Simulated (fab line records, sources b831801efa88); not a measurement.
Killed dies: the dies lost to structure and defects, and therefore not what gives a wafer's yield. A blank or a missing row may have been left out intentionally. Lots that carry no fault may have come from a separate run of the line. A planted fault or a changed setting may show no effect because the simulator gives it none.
fab line records | flow sky130
record: lots: 10 wafers: 30 last-day: 50
route steps=708 shown LDD_HVN@277 SD_N@351 LI_CONTACT@377 PAD_OPEN@708
lots that met no fault: taken from a fault-free run of the same line
start-h: hours from the record's first day to the start of the lot's first wafer shown | wait-h: hours since the lot's step before | " repeats the value in the row above | L1.1+2: a row that stands for several wafers | - no value, or no start was given | * or withheld: withheld | < > ~ a bound
route shown NAME@n: a module of which the file shows steps, and the number in the route of the first | usual: mean/standard deviation of fault-free wafers | same: alike in all rows | chamber/n: place in a boat | sites: per-site readings | _std_site: how widely they spread, as a standard deviation | _edge_site: outer sites' mean less inner sites' | radius-mm: for every site, how far away it sits from the centre of the wafer | mask NAME#n: copy n | behind: tool/chamber where the wafer was last shaped | hold: reason for holding the lot/hours on hold/outcome of the hold | device: the n, p or np transistor that did not switch | end of line: at the end of the route, the tests of the same wafers | step lacking rows: just its recipe | killed: count of dies lost to structure and defects at first sort (not the wafer's yield) | map: shows each die of a wafer: x if killed, . if not, _ if none is there
set.NAME: the setting as run; set.NAME@STEP: as run at that earlier step | model.NAME: the simulator's own value behind a step, which no gauge read
steps of the route over a sample of lots; a table a step, a row a wafer
services: when a tool's chamber went out of use (start-h, in hours from the record's first day, below 0 if earlier), for how many hours, and the reason
== steps ==
step: SKY_LDD_HVN_TW_MEAS_10
usual: LDD_HVN_TW: 1437/19
columns lot.wafer tool chamber start-h wait-h LDD_HVN_TW
L109.3 film-metro-03 - 465.54 0.1 1459
L109.4 " - " " 1449
L109.5 " - " " 1455
L111.1 film-metro-04 - 479.98 0.1 1442
L111.3 " - " " 1437
L111.6 " - " " 1442
L117.1 film-metro-04 - 552.07 0.1 1448
L117.2 " - " " 1452
L117.3 " - " " 1448
L118.1 film-metro-02 - 563.63 0.1 1399
L118.3 " - " " 1411
L118.6 " - " " 1406
L120.4 film-metro-02 - 571.15 0.1 1404
L120.5 " - " " 1403
L120.6 " - " " 1412
L124.2 film-metro-02 - 598.53 0.1 1416
L124.4 " - " " 1409
L124.6 " - " " 1404
L128.1 film-metro-03 - 627.52 0.1 1439
L128.4 " - " " 1438
L128.5 " - " " 1436
L129.2 film-metro-04 - 643.04 0.1 1450
L129.4 " - " " 1456
L129.5 " - " " 1458
L130.1 film-metro-04 - 650.78 0.1 1448
L130.3 " - " " 1452
L130.6 " - " " 1458
L132.4 film-metro-03 - 668.01 0.1 1451
L132.5 " - " " 1443
L132.6 " - " " 1449
step: SKY_SD_N_IMPLANT_09
recipe: species: As energy-kev: 50 dose-cm2: 4e+15 tilt-deg: 0
usual: beam-on-s: 18.7/0.94 dose-ions-cm2: 4e+15/4.5e+12 tilt-deg: -0.001/0.018
columns lot.wafer tool chamber start-h wait-h beam-on-s dose-ions-cm2 tilt-deg
L109.3 implanter-03 0 647.24 0.1 20.1 3.998e+15 0.015
L109.4 " 0 " " 19.9 3.996e+15 -0.034
L109.5 " 0 " " 19.1 3.997e+15 -0.025
L111.1 implanter-04 0 661.36 0.0 18.0 4.006e+15 -0.032
L111.3 " 0 " " 17.7 4.004e+15 -0.012
L111.6 " 0 " " 18.1 4.004e+15 -0.014
L117.1 implanter-03 0 727.74 0.0 19.6 3.998e+15 -0.001
L117.2 " 0 " " 19.4 3.999e+15 -0.013
L117.3 " 0 " " 18.9 3.998e+15 -0.024
L118.1 implanter-03 0 734.39 0.0 10.1 1.96e+15 0.001
L118.3 " 0 " " 10.0 1.951e+15 0.007
L118.6 " 0 " " 10.0 1.955e+15 0.001
L120.4 implanter-03 0 758.04 0.1 9.8 1.964e+15 -0.039
L120.5 " 0 " " 10.1 1.958e+15 -0.002
L120.6 " 0 " " 9.6 1.958e+15 -0.034
L124.2 implanter-02 0 767.57 0.0 18.2 4.007e+15 -0.005
L124.4 " 0 " " 17.7 3.998e+15 0.008
L124.6 " 0 " " 17.8 3.996e+15 -0.020
L128.1 implanter-04 0 795.14 0.0 18.3 3.994e+15 -0.029
L128.4 " 0 " " 18.0 4.002e+15 0.000
L128.5 " 0 " " 17.9 4e+15 -0.028
L129.2 implanter-02 0 810.72 0.0 18.2 4.001e+15 -0.011
L129.4 " 0 " " 18.1 4.001e+15 0.002
L129.5 " 0 " " 17.7 4.007e+15 -0.017
L130.1 implanter-04 0 818.29 0.0 18.0 3.995e+15 -0.025
L130.3 " 0 " " 18.0 3.992e+15 -0.019
L130.6 " 0 " " 17.8 3.999e+15 0.018
L132.4 implanter-03 0 837.09 0.1 19.9 4.003e+15 0.024
L132.5 " 0 " " 19.6 4.005e+15 0.038
L132.6 " 0 " " 19.8 3.997e+15 -0.011
step: SKY_SD_N_STRIP_11
recipe: chemistry: O2/N2 power-w: 1400 pressure-mtorr: 1500 platen-temp-c: withheld o2-flow-sccm: 3000 n2-flow-sccm: 300 overash-fraction: 0.5
usual: drypump-motor-current-A: 5.7/0.36 o2-flow-sccm: 3002/8.8 oes-product-au: 0.528/0.0046 strip-time-to-endpoint-s: 22.57/0.036
columns lot.wafer tool chamber start-h wait-h drypump-motor-current-A o2-flow-sccm oes-product-au rf-hours-counter-h strip-time-to-endpoint-s
L109.3 plasma-asher-04 1 647.53 0.1 5.6 3013 0.533 - 22.57
L109.4 " 0 " " 5.3 2992 0.529 - 22.56
L109.5 " 0 " " 5.3 2997 0.516 - 22.59
L111.1 plasma-asher-02 0 661.66 0.1 6.0 3000 0.531 88 22.51
L111.3 " 0 " " 6.0 2991 0.532 - 22.55
L111.6 " 1 " " 6.1 2999 0.531 - 22.59
L117.1 plasma-asher-04 1 728.04 0.1 5.6 2993 0.530 28 22.58
L117.2 " 0 " " 5.3 3022 0.525 28 22.50
L117.3 " 0 " " 5.3 3001 0.528 - 22.56
L118.1 plasma-asher-01 1 734.69 0.1 5.2 2999 0.567 57 20.05
L118.3 " 1 " " 5.2 2998 0.561 - 20.04
L118.6 " 0 " " 5.5 3003 0.564 - 20.05
L120.4 plasma-asher-02 1 758.30 0.1 6.2 2998 0.564 - 20.09
L120.5 " 1 " " 6.1 2983 0.566 - 20.10
L120.6 " 0 " " 6.0 3010 0.559 - 20.11
L124.2 plasma-asher-02 1 767.84 0.1 6.1 3007 0.523 100 22.60
L124.4 " 0 " " 6.0 3009 0.531 - 22.57
L124.6 " 0 " " 6.0 3011 0.530 - 22.62
L128.1 plasma-asher-01 0 795.44 0.1 5.5 2998 0.528 64 22.57
L128.4 " 0 " " 5.5 3014 0.526 - 22.64
L128.5 " 0 " " 5.5 3001 0.526 - 22.57
L129.2 plasma-asher-02 0 810.99 0.1 6.0 3021 0.525 105 22.54
L129.4 " 1 " " 6.2 2995 0.521 - 22.58
L129.5 " 0 " " 6.0 3005 0.523 - 22.57
L130.1 plasma-asher-02 0 818.59 0.1 6.0 3006 0.527 106 22.62
L130.3 " 1 " " 6.1 2984 0.519 - 22.61
L130.6 " 1 " " 6.1 2998 0.521 - 22.60
L132.4 plasma-asher-01 1 837.35 0.1 5.2 3016 0.533 - 22.59
L132.5 " 1 " " 5.2 3006 0.523 - 22.61
L132.6 " 0 " " 5.5 3005 0.535 - 22.61
step: SKY_SD_N_TW_MEAS_12
usual: SD_N_TW: 3985/50
columns lot.wafer tool chamber start-h wait-h SD_N_TW
L109.3 film-metro-04 - 647.61 0.1 4037
L109.4 " - " " 4072
L109.5 " - " " 4038
L111.1 film-metro-03 - 661.76 0.1 4003
L111.3 " - " " 4002
L111.6 " - " " 3997
L117.1 film-metro-02 - 728.14 0.1 3903
L117.2 " - " " 3918
L117.3 " - " " 3909
L118.1 film-metro-03 - 734.79 0.1 3886
L118.3 " - " " 3867
L118.6 " - " " 3871
L120.4 film-metro-02 - 758.39 0.1 3830
L120.5 " - " " 3831
L120.6 " - " " 3822
L124.2 film-metro-04 - 768.00 0.1 4051
L124.4 " - " " 4028
L124.6 " - " " 4005
L128.1 film-metro-02 - 795.54 0.1 3911
L128.4 " - " " 3896
L128.5 " - " " 3909
L129.2 film-metro-02 - 811.10 0.1 3910
L129.4 " - " " 3900
L129.5 " - " " 3911
L130.1 film-metro-04 - 818.69 0.1 4000
L130.3 " - " " 4001
L130.6 " - " " 3988
L132.4 film-metro-03 - 837.44 0.1 3966
L132.5 " - " " 3980
L132.6 " - " " 3951
step: SKY_SD_N_RTA_14
recipe: temp-c: 1075 time-s: 2 idle-temp-c: 650 ramp-up-c-per-s: 150 ramp-down-c-per-s: 90 ambient: N2
usual: lamp-power-pct: 15.73/0.049 wafer_temp_C_max: 1078.0/1.3
same: time-s: 2
columns lot.wafer tool chamber start-h wait-h lamp-power-pct wafer_temp_C_max
L109.3 rtp-anneal-02 0 647.74 0.0 15.66 1077.3
L109.4 " 0 " " 15.65 1078.2
L109.5 " 0 " " 15.83 1079.5
L111.1 rtp-anneal-02 0 661.87 0.0 15.67 1077.8
L111.3 " 0 " " 15.80 1076.5
L111.6 " 0 " " 15.78 1077.3
L117.1 rtp-anneal-02 0 728.26 0.0 15.70 1077.2
L117.2 " 0 " " 15.72 1077.4
L117.3 " 0 " " 15.78 1080.3
L118.1 rtp-anneal-01 0 734.91 0.0 15.84 1077.7
L118.3 " 0 " " 15.69 1075.9
L118.6 " 0 " " 15.69 1078.3
L120.4 rtp-anneal-01 0 758.50 0.0 15.76 1077.4
L120.5 " 0 " " 15.77 1077.6
L120.6 " 0 " " 15.76 1079.1
L124.2 rtp-anneal-01 0 768.11 0.0 15.69 1082.0
L124.4 " 0 " " 15.69 1079.1
L124.6 " 0 " " 15.73 1079.0
L128.1 rtp-anneal-01 0 795.65 0.0 15.69 1079.3
L128.4 " 0 " " 15.75 1076.6
L128.5 " 0 " " 15.70 1078.2
L129.2 rtp-anneal-02 0 811.21 0.0 15.75 1080.5
L129.4 " 0 " " 15.67 1078.9
L129.5 " 0 " " 15.73 1077.5
L130.1 rtp-anneal-01 0 818.80 0.0 15.76 1079.0
L130.3 " 0 " " 15.64 1078.9
L130.6 " 0 " " 15.80 1080.8
L132.4 rtp-anneal-02 0 837.55 0.0 15.80 1078.2
L132.5 " 0 " " 15.83 1078.9
L132.6 " 0 " " 15.68 1076.0
step: SKY_SD_N_RS_MEAS_16
recipe: thk-meas-gauge: four-point-probe
usual: SD_N_RS: 68.54/0.13
columns lot.wafer tool chamber start-h wait-h SD_N_RS[ohm/sq]
L109.3 film-metro-04 - 647.97 0.1 68.46
L109.4 " - " " 68.49
L109.5 " - " " 68.55
L111.1 film-metro-02 - 662.05 0.1 68.73
L111.3 " - " " 68.77
L111.6 " - " " 68.73
L117.1 film-metro-03 - 728.43 0.1 68.43
L117.2 " - " " 68.58
L117.3 " - " " 68.47
L118.1 film-metro-02 - 735.08 0.1 78.51
L118.3 " - " " 78.61
L118.6 " - " " 78.69
L120.4 film-metro-04 - 758.71 0.1 78.04
L120.5 " - " " 78.04
L120.6 " - " " 78.28
L124.2 film-metro-04 - 768.30 0.1 68.46
L124.4 " - " " 68.51
L124.6 " - " " 68.75
L128.1 film-metro-04 - 795.83 0.1 68.46
L128.4 " - " " 68.42
L128.5 " - " " 68.58
L129.2 film-metro-03 - 811.40 0.1 68.32
L129.4 " - " " 68.49
L129.5 " - " " 68.49
L130.1 film-metro-04 - 818.98 0.1 68.52
L130.3 " - " " 68.61
L130.6 " - " " 68.64
L132.4 film-metro-04 - 837.76 0.1 68.55
L132.5 " - " " 68.50
L132.6 " - " " 68.61
step: SKY_LI_CONTACT_ETCH_15
recipe: target: PSG chemistry: C4F8/O2/Ar stop-on: Si taper-deg: 4.15 mask-material: KrF-thick source-w: 1500 bias-w: 1200 pressure-mtorr: 40 c4f8-flow-sccm: withheld O2_flow_sccm: 6 Ar_flow_sccm: 300 time-s: withheld target-depth-a: 6000
usual: bias-w: 1201/3.5 oes-product-au: 0.838/0.0048
columns lot.wafer tool chamber start-h wait-h bias-w oes-product-au
L109.3 rie-diel-01 2 677.29 0.0 1201 0.841
L109.4 " 1 " " 1205 0.843
L109.5 " 0 " " 1202 0.831
L111.1 rie-diel-03 3 690.89 0.0 1204 0.838
L111.3 " 1 " " 1200 0.835
L111.6 " 1 " " 1202 0.831
L117.1 rie-diel-02 0 756.90 0.0 1199 0.842
L117.2 " 2 " " 1203 0.845
L117.3 " 3 " " 1197 0.838
L118.1 rie-diel-02 0 762.90 0.0 1202 0.840
L118.3 " 1 " " 1200 0.833
L118.6 " 1 " " 1200 0.834
L120.4 rie-diel-02 3 786.35 0.0 1199 0.832
L120.5 " 1 " " 1202 0.830
L120.6 " 0 " " 1199 0.838
L124.2 rie-diel-03 1 796.74 0.0 1202 0.825
L124.4 " 2 " " 1206 0.838
L124.6 " 1 " " 1202 0.848
L128.1 rie-diel-02 3 822.85 0.0 1203 0.838
L128.4 " 1 " " 1196 0.829
L128.5 " 3 " " 1200 0.838
L129.2 rie-diel-01 2 838.24 0.0 1203 0.833
L129.4 " 0 " " 1202 0.839
L129.5 " 3 " " 1196 0.834
L130.1 rie-diel-02 3 846.24 0.0 1204 0.836
L130.3 " 1 " " 1199 0.834
L130.6 " 0 " " 1205 0.837
L132.4 rie-diel-03 0 864.04 0.0 1203 0.836
L132.5 " 3 " " 1199 0.842
L132.6 " 2 " " 1200 0.834
step: SKY_PAD_OPEN_PROBE_99
usual: killed_at_M0_to_M3: 44/7.5 killed_at_M4_up: 3.3/1.8 killed-at-contacts: 25/5.9 killed-at-front-end: 16/4.7 killed-at-other: 0.3/0.52 killed-dies: 89/9.9 killed-open: 49/7.8 killed-short: 40/5.8
same: gross-dies: 492 killed-at-back-side: 0
columns lot.wafer tool chamber start-h wait-h killed_at_M0_to_M3 killed_at_M4_up killed-at-contacts killed-at-front-end killed-at-other killed-dies killed-open killed-short
L129.2 prober-01 - 1188.55 0.1 51 0 23 5 1 80 41 38
L129.4 prober-01 - 1188.65 0.2 37 4 36 14 1 92 54 36
L129.5 prober-01 - 1188.70 0.2 41 4 26 18 0 89 55 34
L130.1 prober-02 - 1195.36 0.1 43 0 26 17 0 86 49 37
L130.3 prober-02 - 1195.46 0.2 43 2 20 21 0 86 44 41
L130.6 prober-02 - 1195.61 0.2 41 2 17 16 1 77 41 35
killed by level:class
L129.2 CONTACT:geometric-particle:open=13 VIA1:geometric-particle:open=11 VIA3:geometric-particle:open=7 VIA2:geometric-particle:short=7 METAL2:geometric-particle:short=5 VIA2:geometric-particle:open=5 VIA3:geometric-particle:short=5 CONTACT:geometric-particle:short=4
L129.4 CONTACT:geometric-particle:open=16 LI_CONTACT:geometric-particle:open=9 VIA3:geometric-particle:open=7 VIA2:geometric-particle:open=6 VIA1:geometric-particle:short=6 LOCAL_INTERCONNECT:geometric-particle:short=5 LI_CONTACT:geometric-particle:short=5 FIELD_ISO:geometric-particle:open=4
L129.5 VIA1:geometric-particle:open=10 LI_CONTACT:geometric-particle:open=9 CONTACT:geometric-particle:open=9 VIA2:geometric-particle:open=6 VIA1:geometric-particle:short=6 VIA3:geometric-particle:open=6 FIELD_ISO:geometric-particle:open=4 CONTACT:geometric-particle:short=4
L130.1 VIA1:geometric-particle:open=12 VIA2:geometric-particle:open=10 CONTACT:geometric-particle:short=9 CONTACT:geometric-particle:open=7 VIA1:geometric-particle:short=7 LI_CONTACT:geometric-particle:open=6 FIELD_ISO:geometric-particle:open=5 POLY_GATE:geometric-particle:short=5
L130.3 VIA1:geometric-particle:open=13 CONTACT:geometric-particle:open=8 FIELD_ISO:geometric-particle:open=7 VIA1:geometric-particle:short=5 VIA3:geometric-particle:open=5 FIELD_ISO:geometric-particle:short=4 LI_CONTACT:geometric-particle:short=4 METAL1:geometric-particle:short=4
L130.6 VIA1:geometric-particle:open=10 VIA2:geometric-particle:open=8 CONTACT:geometric-particle:open=5 FIELD_ISO:geometric-particle:open=4 POLY_GATE:geometric-particle:short=4 LI_CONTACT:geometric-particle:open=4 METAL2:geometric-particle:short=4 VIA2:geometric-particle:short=4
== services ==
columns tool chamber start-h hours kind
implanter-04 - 624.28 4.2 pm
rie-diel-02 0 633.15 6.5 repair
rie-diel-01 1 641.87 4.3 repair
rie-diel-02 0 643.37 22.0 repair
rie-diel-01 3 645.44 10.1 repair
implanter-04 - 646.66 6.2 pm
rie-diel-01 3 671.98 1.3 repair
plasma-asher-02 - 680.40 2.8 pm
rie-diel-03 2 690.21 6.0 repair
implanter-03 - 691.05 3.7 pm
rie-diel-02 1 699.73 1.3 repair
implanter-03 - 700.85 9.4 repair
rie-diel-03 2 711.56 4.1 repair
implanter-04 - 720.41 3.2 repair
rie-diel-03 - 731.14 0.6 repair
rie-diel-02 - 745.55 1.6 repair
rie-diel-03 0 748.83 2.0 repair
rtp-anneal-02 - 755.95 3.9 pm
plasma-asher-02 - 757.55 0.7 repair
rie-diel-02 2 770.17 21.8 repair
plasma-asher-01 - 810.50 2.8 pm
rie-diel-03 0 845.50 15.6 repair
rie-diel-03 - 849.25 10.0 pm
rtp-anneal-01 - 856.69 5.5 pm
== key ==
first-sign: step: SKY_SD_N_IMPLANT_09 reading: dose-ions-cm2 direction: down sigmas: 99+ usual: * struck: *
effect: step: SKY_SD_N_IMPLANT_09 reading: beam-on-s direction: down sigmas: 9.3 usual: 18.7 struck: 9.9
effect: step: SKY_SD_N_STRIP_11 reading: strip-time-to-endpoint-s direction: down sigmas: 69 usual: * struck: *
effect: step: SKY_SD_N_TW_MEAS_12 reading: SD_N_TW direction: down sigmas: 2.7 usual: 3985 struck: 3851
effect: step: SKY_SD_N_RS_MEAS_16 reading: SD_N_RS direction: up sigmas: 78 usual: 68.54 struck: 78.36
met-at SKY_SD_N_IMPLANT_09
struck-lots L118,L120
tester-left-out L118,L120
not-acting-at SKY_LDD_HVN_TW_MEAS_10,SKY_SD_N_RTA_14,SKY_LI_CONTACT_ETCH_15
onset-between 727.74 734.39
fault: kind: process-parameter-drift tool: implanter-03 chamber: - onset-h: 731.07 steps: SKY_SD_N_IMPLANT_09 channel: dose-cm2 offset: * shape: step end-h: 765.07 acts-in: * stated: *
tester-left-out: of these lots the tester's yield and bins aren't shown, on N5 and GAA mostly nor the transistor test; their killed dies are dies lost to structure and defects alone, not to doping, threshold or leakage, so they don't give the yield
